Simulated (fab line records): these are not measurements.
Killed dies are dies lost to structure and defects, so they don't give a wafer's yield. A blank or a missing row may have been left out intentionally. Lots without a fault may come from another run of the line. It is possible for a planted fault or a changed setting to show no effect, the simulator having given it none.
Which tool was responsible? | flow sky130 | 18 wafers from 6 lots sampled at 4 of the route's 708 steps

WHAT EACH GAUGE READ, for each wafer
SKY_VIA1_CD_MEAS_12: target cd 150 nm.
lot  | measured     | on        | cd-nm (nm)
L905 | day 34 12:06 | cd-sem-02 | 150.4 151.8 151.4
L911 | day 37 03:27 | cd-sem-01 | 149.7 148.8 149.6
L916 | day 38 09:11 | cd-sem-02 | 152.5 151.9 151.0
L918 | day 38 19:22 | cd-sem-02 | 149.9 149.8 150.2
L922 | day 39 18:40 | cd-sem-02 | 148.0 147.8 146.5
L924 | day 40 15:20 | cd-sem-02 | 148.5 148.3 147.1

WHAT TOOL EACH LOT RAN ON (gives the tool, then ch and the chambers of the sampled wafers, and finally the start)
lot  | SKY_METAL1_SPUTTER_03        | SKY_METAL1_DESCUM_17              | SKY_VIA1_SOFTBAKE_08
L905 | pvd-sputter-04, day 32 05:29 | rie-metal-02 ch 0, day 33 08:22   | litho-track-03 ch 0, day 33 22:00
L911 | pvd-sputter-04, day 34 22:42 | rie-metal-02 ch 0,1, day 36 00:41 | litho-track-03 ch 0, day 36 13:00
L916 | pvd-sputter-01, day 36 03:58 | rie-metal-04 ch 0,1, day 37 06:05 | litho-track-04 ch 0, day 37 19:00
L918 | pvd-sputter-01, day 36 14:28 | rie-metal-04 ch 0,1, day 37 16:25 | litho-track-04 ch 0, day 38 07:00
L922 | pvd-sputter-01, day 37 15:11 | rie-metal-03 ch 1, day 38 17:08   | litho-track-02 ch 0, day 39 07:00
L924 | pvd-sputter-01, day 38 13:19 | rie-metal-02 ch 1, day 39 13:58   | litho-track-02 ch 0, day 40 03:00
- SKY_METAL1_SPUTTER_03: material Ti, target thk 5 nm, time 3.3 s.
- SKY_METAL1_DESCUM_17: chemistry O2, time 8 s.
- SKY_VIA1_SOFTBAKE_08: time 90 s.

THE ANSWER, worked out from the rows above alone
Rule: what is usual is taken from the lots themselves. The widest of any qualifying gaps counts: lots, ordered by their means at a reading, are off when they make up no more than a third of the lots, leave a main group of 4 or more, and stand apart from it by 3 or more times the standard deviation of that group's means. A main group is skipped when, at the precision printed for the reading in the tables above, its means are all equal. A lot without any number at a reading at which 4 lots or more have one is off too. All remaining lots with rows at the step are treated as sound.
None of the lots is off at any reading shown; this tells nothing.

WHAT THE SIMULATOR HAD INSERTED
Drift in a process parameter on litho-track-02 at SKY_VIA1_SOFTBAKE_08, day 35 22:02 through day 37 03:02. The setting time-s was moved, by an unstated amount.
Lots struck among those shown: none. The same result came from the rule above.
